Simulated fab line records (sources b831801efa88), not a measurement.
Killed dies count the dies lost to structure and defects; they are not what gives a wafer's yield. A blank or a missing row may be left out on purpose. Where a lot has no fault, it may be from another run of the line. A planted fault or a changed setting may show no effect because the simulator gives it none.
fab line records	flow sky130
record: lots: 12	wafers: 36	lastDay: 49
route steps=708 shown POLY_GATE@228 LDD_HVP@286 PAD_OPEN@708
lots untouched by any fault: they come from a run of this same line in which no faults occurred
startH: hours from the record's first day to the start of the lot's first wafer shown	waitH: hours elapsed since this lot's preceding step	" the same as in the row above	L1.1+2: one row covering several wafers at once	- no value present, or no start provided	* or withheld: withheld	< > ~ a bound
route shown NAME@n: names a module that has steps shown in the file, with the first one's number in the route	usual: the fault-free wafers' mean and standard deviation	same: alike in all rows	chamber/n: place in a boat	sites: the reading at each site	_std_site: how widely they spread, as a standard deviation	_edge_site: mean of outer sites minus mean of inner sites	radiusMm: how far each site lies from the wafer's centre	mask NAME#n: copy n	behind: tool/chamber where the wafer was last shaped	hold: why the lot was held/for how many hours/how that ended	device: transistor that didn't switch, given as n, p or np	end of line: the same wafers' tests at the end of the route	a step with no rows: only its recipe	killed: dies lost to structure and defects at the first sort, not the wafer's yield	map: dies across one wafer; x = killed, . = not, _ = none there
set.NAME: setting as actually run; set.NAME@STEP: the setting as run at that earlier step	model.NAME: the simulator's own value behind a step, which no gauge read
one table for each step of the route and one row for each wafer, over a sample of lots
services: a tool's chamber out of use, with start hour (startH, from the record's first day; less than 0 if before it), hours out, and reason
== steps ==
step: SKY_POLY_GATE_OVL_MEAS_14
usual: POLY_GATE_OVL: -4/6.5
lot.wafer	tool	chamber	startH	waitH	POLY_GATE_OVL[nm]
L698.1	overlay-01	-	389.38	0.1	-10
L698.2	"	-	"	"	-21
L698.3	"	-	"	"	-9
L701.1	overlay-01	-	411.88	0.1	5
L701.3	"	-	"	"	-2
L701.4	"	-	"	"	10
L702.2	overlay-01	-	429.93	0.1	-2
L702.5	"	-	"	"	1
L702.6	"	-	"	"	-1
L705.1	overlay-02	-	445.38	0.1	9
L705.4	"	-	"	"	0
L705.6	"	-	"	"	4
L707.2	overlay-01	-	467.68	0.1	-10
L707.4	"	-	"	"	-6
L707.5	"	-	"	"	-5
L711.4	overlay-01	-	498.30	0.1	-5
L711.5	"	-	"	"	0
L711.6	"	-	"	"	-7
L712.2	overlay-01	-	506.69	0.1	-11
L712.3	"	-	"	"	-11
L712.6	"	-	"	"	-7
L714.1	overlay-01	-	514.66	0.1	-7
L714.4	"	-	"	"	3
L714.5	"	-	"	"	-7
L715.1	overlay-01	-	526.58	0.1	-12
L715.3	"	-	"	"	-12
L715.5	"	-	"	"	-7
L716.1	overlay-01	-	532.71	0.1	-6
L716.2	"	-	"	"	-10
L716.4	"	-	"	"	-2
L717.1	overlay-01	-	542.98	0.1	10
L717.3	"	-	"	"	1
L717.6	"	-	"	"	-3
L718.1	overlay-02	-	544.21	0.1	-6
L718.2	"	-	"	"	-4
L718.5	"	-	"	"	-13
step: SKY_POLY_GATE_ETCH_16
recipe: stopOn: poly-Si	chemistry: CH3F/O2	target: Si3N4	sourceW: 400	biasW: 80	pressureMtorr: 25	ch3fFlowSccm: 40	O2_flow_sccm: 30	timeS: 147.5	targetDepthA: 750
usual: ch3fFlowSccm: 40.00/0.11	drypumpMotorCurrentA: 5.79/0.22	oesProductAu: 0.641/0.0057	throttleValvePct: 10.535/0.0095
lot.wafer	tool	chamber	startH	waitH	ch3fFlowSccm	drypumpMotorCurrentA	oesProductAu	rfHoursCounterH	throttleValvePct
L698.1	rieDiel-03	0	389.50	0.0	39.96	5.99	0.640	20	10.538
L698.2	"	3	"	"	39.90	5.75	0.651	89	10.534
L698.3	"	2	"	"	39.99	5.64	0.653	72	10.532
L701.1	rieDiel-04	3	412.00	0.0	39.98	5.52	0.642	50	10.542
L701.3	"	1	"	"	39.97	6.02	0.641	3	10.527
L701.4	"	1	"	"	40.00	6.07	0.642	-	10.532
L702.2	rieDiel-01	0	430.05	0.0	40.15	5.43	0.635	5	10.552
L702.5	"	1	"	"	39.98	6.20	0.638	-	10.536
L702.6	"	0	"	"	40.04	5.45	0.643	-	10.527
L705.1	rieDiel-01	0	445.49	0.0	39.95	5.44	0.641	5	10.522
L705.4	"	3	"	"	39.99	5.76	0.638	3	10.528
L705.6	"	2	"	"	39.96	5.92	0.644	-	10.543
L707.2	rieDiel-03	1	467.79	0.0	40.03	5.57	0.639	1	10.519
L707.4	"	3	"	"	39.97	5.79	0.633	91	10.562
L707.5	"	0	"	"	40.15	5.98	0.638	-	10.537
L711.4	rieDiel-03	1	498.40	0.0	40.05	5.55	0.643	1	10.554
L711.5	"	1	"	"	40.14	5.54	0.649	-	10.532
L711.6	"	0	"	"	39.87	6.01	0.635	-	10.543
L712.2	rieDiel-03	2	506.80	0.0	39.90	5.65	0.642	75	10.532
L712.3	"	0	"	"	40.01	5.99	0.643	23	10.538
L712.6	"	2	"	"	39.95	5.65	0.647	-	10.522
L714.1	rieDiel-03	0	514.78	0.0	39.88	5.99	0.646	23	10.528
L714.4	"	3	"	"	39.94	5.76	0.644	92	10.547
L714.5	"	2	"	"	40.06	5.67	0.640	-	10.531
L715.1	rieDiel-01	2	526.69	0.0	39.98	5.98	0.626	2	10.513
L715.3	"	1	"	"	39.92	6.19	0.638	15	10.530
L715.5	"	2	"	"	40.00	5.94	0.629	-	10.534
L716.1	rieDiel-01	2	532.83	0.0	40.25	5.95	0.641	3	10.532
L716.2	"	0	"	"	39.97	5.37	0.646	6	10.535
L716.4	"	1	"	"	40.09	6.22	0.634	16	10.528
L717.1	rieDiel-03	2	543.10	0.0	39.76	5.66	0.629	76	10.539
L717.3	"	1	"	"	39.93	5.52	0.632	2	10.544
L717.6	"	2	"	"	39.82	5.68	0.640	-	10.533
L718.1	rieDiel-01	2	544.33	0.0	40.01	5.92	0.630	3	10.522
L718.2	"	1	"	"	40.12	6.20	0.633	16	10.529
L718.5	"	2	"	"	39.89	5.94	0.642	-	10.543
step: SKY_POLY_GATE_STRIP_18
recipe: chemistry: O2/N2	powerW: 1400	pressureMtorr: 1500	platenTempC: withheld	o2FlowSccm: 3000	n2FlowSccm: 300	overashFraction: 0.5
usual: drypumpMotorCurrentA: 5.7/0.59	oesProductAu: 0.360/0.0048	stripTimeToEndpointS: 3.158/0.028
lot.wafer	tool	chamber	startH	waitH	drypumpMotorCurrentA	oesProductAu	rfHoursCounterH	stripTimeToEndpointS
L698.1	plasmaAsher-01	0	389.65	0.0	5.8	0.363	73	3.108
L698.2	"	1	"	"	4.9	0.362	73	3.119
L698.3	"	0	"	"	5.8	0.360	-	3.155
L701.1	plasmaAsher-01	0	412.16	0.0	5.8	0.361	75	3.220
L701.3	"	1	"	"	4.9	0.361	-	3.196
L701.4	"	0	"	"	5.8	0.364	-	3.198
L702.2	plasmaAsher-04	1	430.20	0.0	5.9	0.360	59	3.136
L702.5	"	1	"	"	5.9	0.362	-	3.124
L702.6	"	0	"	"	5.0	0.363	-	3.152
L705.1	plasmaAsher-04	0	445.65	0.0	5.0	0.367	60	3.133
L705.4	"	0	"	"	5.0	0.356	-	3.168
L705.6	"	0	"	"	5.0	0.365	-	3.111
L707.2	plasmaAsher-04	1	467.95	0.0	5.9	0.363	62	3.136
L707.4	"	1	"	"	5.9	0.358	-	3.159
L707.5	"	0	"	"	5.1	0.358	-	3.100
L711.4	plasmaAsher-02	0	498.59	0.0	6.7	0.356	-	3.156
L711.5	"	0	"	"	6.6	0.368	-	3.139
L711.6	"	1	"	"	5.7	0.355	-	3.137
L712.2	plasmaAsher-02	1	506.96	0.0	5.7	0.347	39	3.151
L712.3	"	1	"	"	5.7	0.355	-	3.149
L712.6	"	0	"	"	6.7	0.361	-	3.141
L714.1	plasmaAsher-01	0	514.94	0.0	5.8	0.358	8	3.137
L714.4	"	1	"	"	4.9	0.358	-	3.166
L714.5	"	0	"	"	5.8	0.363	-	3.169
L715.1	plasmaAsher-04	0	526.85	0.0	5.0	0.360	69	3.136
L715.3	"	0	"	"	5.0	0.363	-	3.154
L715.5	"	1	"	"	5.9	0.369	-	3.162
L716.1	plasmaAsher-04	1	532.99	0.0	5.9	0.364	69	3.151
L716.2	"	0	"	"	5.0	0.365	69	3.180
L716.4	"	0	"	"	5.0	0.370	-	3.207
L717.1	plasmaAsher-02	1	543.26	0.0	5.7	0.361	43	3.160
L717.3	"	0	"	"	6.7	0.360	-	3.097
L717.6	"	1	"	"	5.7	0.360	-	3.150
L718.1	plasmaAsher-01	1	544.49	0.0	4.9	0.356	11	3.169
L718.2	"	0	"	"	5.8	0.364	11	3.225
L718.5	"	0	"	"	5.8	0.351	-	3.155
step: SKY_LDD_HVP_IMPLANT_08
recipe: species: B	energyKev: 20	doseCm2: 1.7e+13	tiltDeg: 17.9
usual: beamOnS: 10.02/0.2	endStationPressureTorr: 5.09e-06/2.9e-07	faradayCurrentUA: 95.7/1.9	tiltDeg: 17.898/0.022
lot.wafer	tool	chamber	startH	waitH	beamOnS	endStationPressureTorr	faradayCurrentUA	tiltDeg
L698.1	implanter-04	0	514.80	0.0	10.00	4.97e-06	95.9	17.877
L698.2	"	0	"	"	9.94	5.82e-06	96.3	17.892
L698.3	"	0	"	"	10.03	5.5e-06	95.7	17.896
L701.1	implanter-04	0	539.64	0.0	10.08	5.44e-06	94.7	17.845
L701.3	"	0	"	"	10.02	5.23e-06	95.8	17.901
L701.4	"	0	"	"	9.98	4.65e-06	96.3	17.895
L702.2	implanter-02	0	556.95	0.0	10.37	5.3e-06	92.2	17.916
L702.5	"	0	"	"	9.95	4.93e-06	96.5	17.929
L702.6	"	0	"	"	9.78	5.16e-06	97.8	17.912
L705.1	implanter-02	0	570.35	0.0	10.67	6.015e-05	87.2	17.942
L705.4	"	0	"	"	11.19	6.51e-05	82.3	17.904
L705.6	"	0	"	"	10.84	6.129e-05	85.5	17.918
L707.2	implanter-02	0	593.50	0.0	10.71	5.878e-05	85.7	17.893
L707.4	"	0	"	"	10.71	6.502e-05	86.4	17.896
L707.5	"	0	"	"	10.81	6.168e-05	85.6	17.941
L711.4	implanter-04	0	622.92	0.1	9.91	5.23e-06	96.4	17.885
L711.5	"	0	"	"	9.98	5.52e-06	95.9	17.874
L711.6	"	0	"	"	10.22	5.17e-06	93.7	17.871
L712.2	implanter-03	0	630.32	0.0	10.02	4.43e-06	95.9	17.906
L712.3	"	0	"	"	10.39	4.86e-06	92.2	17.884
L712.6	"	0	"	"	10.26	5.2e-06	93.1	17.904
L714.1	implanter-03	0	636.23	0.0	10.01	4.92e-06	95.7	17.924
L714.4	"	0	"	"	9.96	4.98e-06	96.4	17.899
L714.5	"	0	"	"	9.98	5.28e-06	96.2	17.936
L715.1	implanter-03	0	646.04	0.0	9.92	4.73e-06	96.9	17.870
L715.3	"	0	"	"	9.88	5.06e-06	97.1	17.878
L715.5	"	0	"	"	10.28	5.26e-06	93.4	17.883
L716.1	implanter-03	0	653.50	0.0	9.97	5.04e-06	96.5	17.947
L716.2	"	0	"	"	10.06	5.43e-06	95.6	17.925
L716.4	"	0	"	"	10.40	4.65e-06	92.3	17.921
L717.1	implanter-02	0	663.15	0.0	9.88	5.11e-06	97.4	17.907
L717.3	"	0	"	"	10.00	4.94e-06	95.8	17.939
L717.6	"	0	"	"	10.19	5.06e-06	94.3	17.898
L718.1	implanter-03	0	663.79	0.0	9.90	5.18e-06	96.3	17.859
L718.2	"	0	"	"	9.80	5.22e-06	97.8	17.889
L718.5	"	0	"	"	10.12	5.23e-06	94.8	17.877
step: SKY_PAD_OPEN_PROBE_99
usual: killed_at_M0_to_M3: 44/6.5	killed_at_M4_up: 3.3/1.9	killedAtContacts: 24/5.3	killedAtFrontEnd: 15/4.5	killedAtOther: 0.3/0.58	killedDies: 87/9.3	killedOpen: 48/6.6	killedShort: 39/6.1
same: grossDies: 492	killedAtBackSide: 0
lot.wafer	tool	chamber	startH	waitH	killed_at_M0_to_M3	killed_at_M4_up	killedAtContacts	killedAtFrontEnd	killedAtOther	killedDies	killedOpen	killedShort
L698.1	prober-02	-	1085.97	0.1	40	2	32	18	0	92	51	41
L698.2	prober-02	-	1086.02	0.1	52	2	30	21	0	105	52	53
L698.3	prober-02	-	1086.07	0.2	47	4	22	11	1	85	53	32
L701.1	prober-02	-	1106.05	0.1	46	6	21	19	0	92	46	46
L701.3	prober-02	-	1106.15	0.2	34	1	15	10	0	60	31	29
L701.4	prober-02	-	1106.20	0.2	43	4	18	23	0	88	42	46
L702.2	prober-02	-	1118.14	0.1	38	6	26	8	1	79	46	33
L702.5	prober-02	-	1118.29	0.2	43	4	30	13	0	90	51	39
L702.6	prober-02	-	1118.34	0.2	36	3	22	10	0	71	41	30
L705.1	prober-01	-	1125.63	0.1	47	1	15	23	0	86	43	43
L705.4	prober-01	-	1125.78	0.2	52	3	22	17	2	96	51	45
L705.6	prober-01	-	1125.88	0.2	44	2	20	17	0	83	42	41
L707.2	prober-01	-	1140.73	0.1	37	3	19	31	0	90	44	46
L707.4	prober-01	-	1140.83	0.2	51	0	23	11	1	86	49	37
L707.5	prober-01	-	1140.88	0.2	48	4	20	23	0	95	45	50
L711.4	prober-01	-	1159.76	0.2	47	8	23	14	0	92	44	48
L711.5	prober-01	-	1159.81	0.2	46	2	25	21	0	94	58	36
L711.6	prober-01	-	1159.86	0.2	41	2	27	14	0	84	51	33
L712.2	prober-02	-	1165.94	0.1	59	3	31	22	0	115	65	50
L712.3	prober-02	-	1165.99	0.2	60	8	15	20	1	104	61	43
L712.6	prober-02	-	1166.14	0.2	52	7	21	8	1	89	38	51
L714.1	prober-01	-	1168.23	0.1	41	3	31	16	0	91	48	43
L714.4	prober-01	-	1168.38	0.2	39	1	35	14	1	90	50	40
L714.5	prober-01	-	1168.43	0.2	44	3	27	12	1	87	43	44
L715.1	prober-01	-	1174.88	0.1	42	4	27	17	0	90	57	33
L715.3	prober-01	-	1174.98	0.2	55	4	30	13	0	102	53	49
L715.5	prober-01	-	1175.08	0.2	56	0	27	28	0	111	56	55
L716.1	prober-02	-	1177.75	0.1	31	3	25	13	0	72	38	34
L716.2	prober-02	-	1177.80	0.1	50	1	32	10	0	93	56	37
L716.4	prober-02	-	1177.90	0.2	34	5	27	15	1	82	43	39
L717.1	prober-01	-	1183.97	0.1	39	3	27	16	0	85	46	39
L717.3	prober-01	-	1184.07	0.2	39	3	26	9	0	77	44	33
L717.6	prober-01	-	1184.22	0.2	40	3	28	16	0	87	45	42
L718.1	prober-01	-	1187.30	0.1	46	2	18	11	1	78	46	32
L718.2	prober-01	-	1187.35	0.1	40	4	24	7	1	76	40	36
L718.5	prober-01	-	1187.50	0.2	42	1	26	21	1	91	44	47
killed by level:class
L698.1 CONTACT:geometricParticle:open=15 FIELD_ISO:geometricParticle:short=9 LOCAL_INTERCONNECT:geometricParticle:short=7 VIA2:geometricParticle:open=7 VIA1:geometricParticle:open=7 LI_CONTACT:geometricParticle:open=6 VIA3:geometricParticle:open=6 FIELD_ISO:geometricParticle:open=5
L698.2 VIA1:geometricParticle:open=12 METAL1:geometricParticle:short=10 POLY_GATE:geometricParticle:open=7 LI_CONTACT:geometricParticle:open=7 CONTACT:geometricParticle:open=7 CONTACT:geometricParticle:short=6 VIA2:geometricParticle:open=6 VIA3:geometricParticle:open=6
L698.3 VIA1:geometricParticle:open=11 VIA3:geometricParticle:open=10 LI_CONTACT:geometricParticle:open=8 CONTACT:geometricParticle:open=8 METAL2:geometricParticle:short=7 VIA2:geometricParticle:open=5 METAL1:geometricParticle:short=4 SPACER:geometricParticle:open=3
L701.1 VIA3:geometricParticle:open=10 FIELD_ISO:geometricParticle:open=6 LOCAL_INTERCONNECT:geometricParticle:short=6 METAL1:geometricParticle:short=6 CONTACT:geometricParticle:open=6 VIA1:geometricParticle:open=6 VIA2:geometricParticle:open=5 FIELD_ISO:geometricParticle:short=4
L701.3 CONTACT:geometricParticle:open=8 VIA1:geometricParticle:short=7 LI_CONTACT:geometricParticle:open=6 METAL2:geometricParticle:short=6 FIELD_ISO:geometricParticle:short=5 METAL1:geometricParticle:short=4 VIA1:geometricParticle:open=4 VIA2:geometricParticle:open=3
L701.4 VIA1:geometricParticle:open=12 POLY_GATE:geometricParticle:short=8 CONTACT:geometricParticle:open=8 METAL1:geometricParticle:short=8 METAL2:geometricParticle:short=7 VIA3:geometricParticle:open=7 FIELD_ISO:geometricParticle:open=6 LI_CONTACT:geometricParticle:open=5
L702.2 VIA1:geometricParticle:open=14 VIA2:geometricParticle:open=8 LI_CONTACT:geometricParticle:open=7 CONTACT:geometricParticle:open=7 LOCAL_INTERCONNECT:geometricParticle:short=6 LI_CONTACT:geometricParticle:short=4 METAL1:geometricParticle:short=4 METAL4:geometricParticle:short=4
L702.5 CONTACT:geometricParticle:open=9 LI_CONTACT:geometricParticle:open=8 VIA1:geometricParticle:open=8 VIA3:geometricParticle:open=7 LOCAL_INTERCONNECT:geometricParticle:short=7 VIA2:geometricParticle:open=7 FIELD_ISO:geometricParticle:short=6 LI_CONTACT:geometricParticle:short=4
L702.6 CONTACT:geometricParticle:open=8 LI_CONTACT:geometricParticle:open=7 VIA1:geometricParticle:open=7 VIA3:geometricParticle:open=7 CONTACT:geometricParticle:short=5 VIA1:geometricParticle:short=5 METAL2:geometricParticle:short=4 VIA2:geometricParticle:open=4
L705.1 VIA1:geometricParticle:open=10 POLY_GATE:geometricParticle:short=6 METAL2:geometricParticle:short=6 METAL3:geometricParticle:short=6 FIELD_ISO:geometricParticle:open=5 POLY_GATE:geometricParticle:open=5 CONTACT:geometricParticle:open=5 VIA2:geometricParticle:open=5
L705.4 VIA2:geometricParticle:open=9 LOCAL_INTERCONNECT:geometricParticle:short=7 CONTACT:geometricParticle:open=7 METAL1:geometricParticle:short=7 METAL2:geometricParticle:short=7 VIA1:geometricParticle:open=6 VIA2:geometricParticle:short=6 FIELD_ISO:geometricParticle:open=5
L705.6 VIA1:geometricParticle:open=14 POLY_GATE:geometricParticle:short=8 CONTACT:geometricParticle:open=8 METAL2:geometricParticle:short=8 FIELD_ISO:geometricParticle:short=5 LI_CONTACT:geometricParticle:open=4 LOCAL_INTERCONNECT:geometricParticle:short=4 METAL1:geometricParticle:open=4
L707.2 CONTACT:geometricParticle:open=9 FIELD_ISO:geometricParticle:open=8 FIELD_ISO:geometricParticle:short=8 VIA1:geometricParticle:open=8 LOCAL_INTERCONNECT:geometricParticle:short=6 SPACER:geometricParticle:short=5 METAL1:geometricParticle:short=5 VIA2:geometricParticle:open=5
L707.4 CONTACT:geometricParticle:open=11 VIA1:geometricParticle:open=11 METAL2:geometricParticle:short=10 VIA3:geometricParticle:open=8 FIELD_ISO:geometricParticle:open=4 VIA2:geometricParticle:short=4 LI_CONTACT:geometricParticle:open=4 VIA1:geometricParticle:short=4
L707.5 VIA2:geometricParticle:open=9 CONTACT:geometricParticle:open=9 METAL1:geometricParticle:short=8 METAL2:geometricParticle:short=8 FIELD_ISO:geometricParticle:short=6 VIA1:geometricParticle:open=6 POLY_GATE:geometricParticle:open=5 VIA1:geometricParticle:short=5
L711.4 VIA3:geometricParticle:open=9 CONTACT:geometricParticle:open=8 VIA1:geometricParticle:open=8 VIA3:geometricParticle:short=7 METAL4:geometricParticle:short=7 CONTACT:geometricParticle:short=6 METAL2:geometricParticle:short=5 LI_CONTACT:geometricParticle:open=5
L711.5 CONTACT:geometricParticle:open=12 VIA1:geometricParticle:open=12 FIELD_ISO:geometricParticle:open=8 METAL2:geometricParticle:short=6 VIA3:geometricParticle:open=6 POLY_GATE:geometricParticle:short=5 LI_CONTACT:geometricParticle:open=5 CONTACT:geometricParticle:short=5
L711.6 CONTACT:geometricParticle:open=16 VIA1:geometricParticle:open=9 METAL3:geometricParticle:short=6 VIA3:geometricParticle:open=6 LI_CONTACT:geometricParticle:open=5 METAL1:geometricParticle:short=5 POLY_GATE:geometricParticle:open=4 CONTACT:geometricParticle:short=4
L712.2 VIA1:geometricParticle:open=14 VIA3:geometricParticle:open=11 CONTACT:geometricParticle:open=11 FIELD_ISO:geometricParticle:open=9 LI_CONTACT:geometricParticle:open=9 METAL2:geometricParticle:short=6 VIA1:geometricParticle:short=6 CONTACT:geometricParticle:short=6
L712.3 VIA1:geometricParticle:open=14 VIA3:geometricParticle:open=8 FIELD_ISO:geometricParticle:open=6 LI_CONTACT:geometricParticle:open=6 CONTACT:geometricParticle:open=6 METAL1:geometricParticle:short=6 VIA1:geometricParticle:short=6 METAL2:geometricParticle:short=6
L712.6 METAL1:geometricParticle:short=9 VIA1:geometricParticle:open=8 CONTACT:geometricParticle:open=6 VIA1:geometricParticle:short=6 METAL4:geometricParticle:short=6 METAL3:geometricParticle:short=5 METAL2:geometricParticle:open=5 VIA2:geometricParticle:open=5
L714.1 CONTACT:geometricParticle:open=11 VIA1:geometricParticle:open=9 VIA2:geometricParticle:open=8 LI_CONTACT:geometricParticle:open=7 LOCAL_INTERCONNECT:geometricParticle:short=7 METAL2:geometricParticle:short=5 VIA1:geometricParticle:short=4 VIA3:geometricParticle:open=4
L714.4 CONTACT:geometricParticle:open=11 LI_CONTACT:geometricParticle:open=10 VIA1:geometricParticle:open=8 LOCAL_INTERCONNECT:geometricParticle:short=6 CONTACT:geometricParticle:short=6 VIA3:geometricParticle:open=5 VIA1:geometricParticle:short=4 METAL2:geometricParticle:short=4
L714.5 LI_CONTACT:geometricParticle:open=9 VIA1:geometricParticle:open=9 VIA2:geometricParticle:open=7 LOCAL_INTERCONNECT:geometricParticle:short=6 METAL1:geometricParticle:short=6 VIA1:geometricParticle:short=5 METAL2:geometricParticle:short=5 CONTACT:geometricParticle:open=5
L715.1 VIA1:geometricParticle:open=12 LI_CONTACT:geometricParticle:open=10 CONTACT:geometricParticle:open=8 FIELD_ISO:geometricParticle:open=6 POLY_GATE:geometricParticle:open=6 CONTACT:geometricParticle:short=6 VIA3:geometricParticle:open=6 METAL2:geometricParticle:short=5
L715.3 VIA1:geometricParticle:open=13 CONTACT:geometricParticle:open=9 LI_CONTACT:geometricParticle:open=7 CONTACT:geometricParticle:short=7 METAL2:geometricParticle:short=7 VIA1:geometricParticle:short=6 VIA2:geometricParticle:open=6 VIA3:geometricParticle:open=6
L715.5 VIA1:geometricParticle:open=12 VIA1:geometricParticle:short=9 LI_CONTACT:geometricParticle:open=8 CONTACT:geometricParticle:open=8 VIA3:geometricParticle:open=8 FIELD_ISO:geometricParticle:short=7 VIA3:geometricParticle:short=7 LOCAL_INTERCONNECT:geometricParticle:short=6
L716.1 VIA1:geometricParticle:open=12 LI_CONTACT:geometricParticle:open=9 FIELD_ISO:geometricParticle:short=6 CONTACT:geometricParticle:short=5 CONTACT:geometricParticle:open=5 VIA2:geometricParticle:open=4 METAL1:geometricParticle:short=4 POLY_GATE:geometricParticle:short=3
L716.2 VIA1:geometricParticle:open=13 CONTACT:geometricParticle:open=12 VIA1:geometricParticle:short=9 VIA3:geometricParticle:open=7 LI_CONTACT:geometricParticle:open=6 VIA2:geometricParticle:open=6 FIELD_ISO:geometricParticle:open=5 LOCAL_INTERCONNECT:geometricParticle:short=5
L716.4 VIA1:geometricParticle:open=15 LOCAL_INTERCONNECT:geometricParticle:short=11 CONTACT:geometricParticle:open=9 FIELD_ISO:geometricParticle:short=5 VIA1:geometricParticle:short=4 METAL4:geometricParticle:short=4 FIELD_ISO:geometricParticle:open=3 POLY_GATE:geometricParticle:open=3
L717.1 VIA1:geometricParticle:open=14 CONTACT:geometricParticle:open=8 CONTACT:geometricParticle:short=7 LI_CONTACT:geometricParticle:open=6 LOCAL_INTERCONNECT:geometricParticle:short=6 VIA3:geometricParticle:open=6 FIELD_ISO:geometricParticle:short=5 VIA2:geometricParticle:open=5
L717.3 VIA3:geometricParticle:open=13 LI_CONTACT:geometricParticle:open=8 CONTACT:geometricParticle:open=8 LOCAL_INTERCONNECT:geometricParticle:short=6 METAL1:geometricParticle:short=6 VIA2:geometricParticle:open=6 POLY_GATE:geometricParticle:short=5 VIA1:geometricParticle:open=5
L717.6 CONTACT:geometricParticle:open=10 LI_CONTACT:geometricParticle:open=7 VIA2:geometricParticle:open=6 POLY_GATE:geometricParticle:open=5 CONTACT:geometricParticle:short=5 METAL1:geometricParticle:short=5 METAL3:geometricParticle:short=5 METAL2:geometricParticle:short=5
L718.1 LI_CONTACT:geometricParticle:open=7 VIA1:geometricParticle:open=7 VIA2:geometricParticle:open=7 CONTACT:geometricParticle:open=6 METAL2:geometricParticle:short=6 VIA3:geometricParticle:open=6 VIA1:geometricParticle:short=5 METAL1:geometricParticle:short=4
L718.2 CONTACT:geometricParticle:open=10 VIA1:geometricParticle:open=10 METAL2:geometricParticle:short=6 VIA3:geometricParticle:open=5 METAL1:geometricParticle:short=5 LOCAL_INTERCONNECT:geometricParticle:short=4 METAL4:geometricParticle:short=4 LI_CONTACT:geometricParticle:open=3
L718.5 VIA1:geometricParticle:open=9 LI_CONTACT:geometricParticle:open=8 CONTACT:geometricParticle:open=8 METAL1:geometricParticle:short=7 METAL2:geometricParticle:short=6 FIELD_ISO:geometricParticle:short=5 CONTACT:geometricParticle:short=5 VIA3:geometricParticle:short=5
== services ==
tool	chamber	startH	hours	kind
plasmaAsher-04	-	381.16	2.2	repair
rieDiel-03	-	382.45	0.9	repair
rieDiel-03	1	411.57	50.7	repair
plasmaAsher-01	-	421.25	9.0	pm
implanter-04	-	440.32	5.4	repair
implanter-02	-	447.54	4.3	repair
rieDiel-03	0	447.86	3.9	repair
implanter-04	-	478.18	2.6	repair
implanter-02	-	483.23	3.7	repair
rieDiel-01	1	499.91	4.6	repair
rieDiel-01	0	518.43	11.5	repair
plasmaAsher-04	-	543.18	0.8	repair
rieDiel-01	3	546.72	15.1	repair
implanter-04	-	555.36	6.8	pm
rieDiel-01	2	568.86	2.9	repair
implanter-03	-	582.61	4.1	pm
rieDiel-01	0	589.50	2.1	repair
plasmaAsher-04	-	599.26	4.6	repair
plasmaAsher-02	-	605.16	0.5	repair
plasmaAsher-04	-	613.08	0.8	repair
rieDiel-01	-	615.24	14.6	pm
implanter-02	-	618.46	2.6	repair
rieDiel-01	0	651.01	2.9	repair
implanter-03	-	654.70	1.1	repair
== key ==
firstSign: step: SKY_LDD_HVP_IMPLANT_08	reading: endStationPressureTorr	direction: up	sigmas: 99+	usual: 5.09e-06	struck: 6.2e-05
effect: step: SKY_LDD_HVP_IMPLANT_08	reading: faradayCurrentUA	direction: down	sigmas: 5.4	usual: 95.7	struck: 85.4
metAt SKY_LDD_HVP_IMPLANT_08
struckLots L705,L707
testerLeftOut L705,L707
notActingAt SKY_POLY_GATE_OVL_MEAS_14,SKY_POLY_GATE_ETCH_16,SKY_POLY_GATE_STRIP_18
onsetBetween 556.95 570.35
fault: kind: processParameterDrift	tool: implanter-02	chamber: -	onsetH: 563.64	steps: SKY_LDD_HVP_IMPLANT_08	channel: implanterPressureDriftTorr	offset: 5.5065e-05	shape: step	endH: 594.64
fault: kind: processParameterDrift	tool: implanter-02	chamber: -	onsetH: 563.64	steps: SKY_LDD_HVP_IMPLANT_08	channel: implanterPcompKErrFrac	offset: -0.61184	shape: step	endH: 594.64
testerLeftOut: of these lots the tester's yield and bins aren't shown, on N5 and GAA mostly nor the transistor test; their killed dies are dies lost to structure and defects alone, not to doping, threshold or leakage, so they don't give the yield
